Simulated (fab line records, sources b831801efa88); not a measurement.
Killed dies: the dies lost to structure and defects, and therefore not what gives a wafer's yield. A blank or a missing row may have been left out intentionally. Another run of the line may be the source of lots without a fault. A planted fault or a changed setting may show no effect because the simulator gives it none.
Chamber matching + flow gf180mcu + GF_CONTACT_CMP_27 on cmp-02 has 4 sister chambers
The step polishes, stops on SiO2, t overpolish 15 s, target thk 0 nm. 8 wafers are shown with their chamber, then 8 later ones without.

EACH WAFER AND ITS CHAMBER
| wafer  | chamber | motor-current-A (A) | retaining-ring-pressure-frac |
|--------|---------|---------------------|------------------------------|
| L853.6 | 0       | 8.6                 | 0.999                        |
| L859.3 | 1       | 13.2                | 1.002                        |
| L859.5 | 0       | 8.9                 | 1.005                        |
| L859.6 | 3       | 12.6                | 1.002                        |
| L861.2 | 1       | 13.9                | 0.999                        |
| L861.4 | 2       | 9.8                 | 1.003                        |
| L861.6 | 3       | 12.5                | 0.998                        |
| L862.1 | 2       | 9.8                 | 0.994                        |

WAFERS WHOSE CHAMBER IS MISSING
| wafer  | motor-current-A (A) | retaining-ring-pressure-frac |
|--------|---------------------|------------------------------|
| L862.3 | 9.3                 | 0.997                        |
| L862.5 | 8.6                 | 1.005                        |
| L863.2 | 9.7                 | 0.996                        |
| L863.4 | 11.6                | 1.001                        |
| L863.5 | 9.7                 | 0.992                        |
| L864.1 | 12.8                | 0.997                        |
| L864.3 | 9.5                 | 0.997                        |
| L864.5 | 11.5                | 0.992                        |

CHAMBER TAKEN BY EACH
| wafer  | from the rows above     | in truth |
|--------|-------------------------|----------|
| L862.3 | can't be placed: 2 or 0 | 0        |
| L862.5 | 0                       | 0        |
| L863.2 | 2                       | 2        |
| L863.4 | 3                       | 3        |
| L863.5 | 2                       | 2        |
| L864.1 | can't be placed: 3 or 1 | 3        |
| L864.3 | can't be placed: 2 or 0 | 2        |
| L864.5 | 3                       | 3        |
Correctly placed: 5 of 8. Unplaceable from these rows: 3, with the true chamber sitting among the candidates in 3. Wrongly placed: 0.
How it was worked out, from the rows above alone: a wafer's distance from a chamber is the root of the sum, over the readings, of the square of ((its reading less the chamber's mean) divided by the reading's scatter). If the next closest chamber is less than 2 further off than the closest, the wafer can't be placed; otherwise it belongs to the closest. The mean given for a chamber averages the wafers shown for that chamber. The scatter: the root of (the sum of the squares of (reading less its chamber's mean) over the shown wafers, divided by (wafers less chambers)).
